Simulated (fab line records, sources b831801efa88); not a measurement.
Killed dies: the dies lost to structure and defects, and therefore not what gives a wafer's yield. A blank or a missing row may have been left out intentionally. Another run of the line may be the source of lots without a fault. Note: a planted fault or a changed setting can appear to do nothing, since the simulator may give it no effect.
Which tool is to blame?	flow sky130	33 wafers sampled from 11 lots at 1 step of a route of 708

WHAT EACH GAUGE READ, for each wafer
SKY_POLY_GATE_THK_MEAS_01.
lot	measured	on	POLY_GATE_CVD_00_THK (nm)
L283	day 14 23:36	filmMetro-02	181.0 179.4 180.5
L286	day 15 17:50	filmMetro-03	178.1 176.2 176.3
L288	day 16 00:38	filmMetro-02	176.8 176.9 179.1
L287	day 16 03:09	filmMetro-02	177.2 177.3 179.4
L290	day 18 17:59	filmMetro-03	178.8 180.1 177.7
L293	day 18 17:59	filmMetro-04	179.1 180.2 179.8
L289	day 18 20:43	filmMetro-02	178.4 178.5 179.5
L297	day 19 02:05	filmMetro-04	177.6 177.4 176.9
L301	day 20 15:22	filmMetro-03	179.0 178.7 178.3
L305	day 21 17:32	filmMetro-02	177.6 176.4 175.8
L306	day 22 01:38	filmMetro-04	179.6 180.0 178.8

EACH LOT AND THE TOOL THAT RAN IT (in order: tool; ch and the chambers of the sampled wafers; start)
Record: no process step prior to these readings.

THE ANSWER, worked out from the rows above alone
Rule: usual is defined by the lots themselves. Put in order of their means at a reading, lots are off if they are a third of the lots or fewer, leave a main group of 4 or more, and stand apart from it by a gap of 3 or more times the standard deviation of the main group's means; of several such gaps the widest counts. Not used: any main group whose means are identical at the precision the tables above print for the reading. A lot without any number at a reading at which 4 lots or more have one is off too. All remaining lots with rows at the step are treated as sound.
Across all readings shown, no lot is off: no conclusion can be drawn from this.

WHAT HAD BEEN PUT IN BY THE SIMULATOR
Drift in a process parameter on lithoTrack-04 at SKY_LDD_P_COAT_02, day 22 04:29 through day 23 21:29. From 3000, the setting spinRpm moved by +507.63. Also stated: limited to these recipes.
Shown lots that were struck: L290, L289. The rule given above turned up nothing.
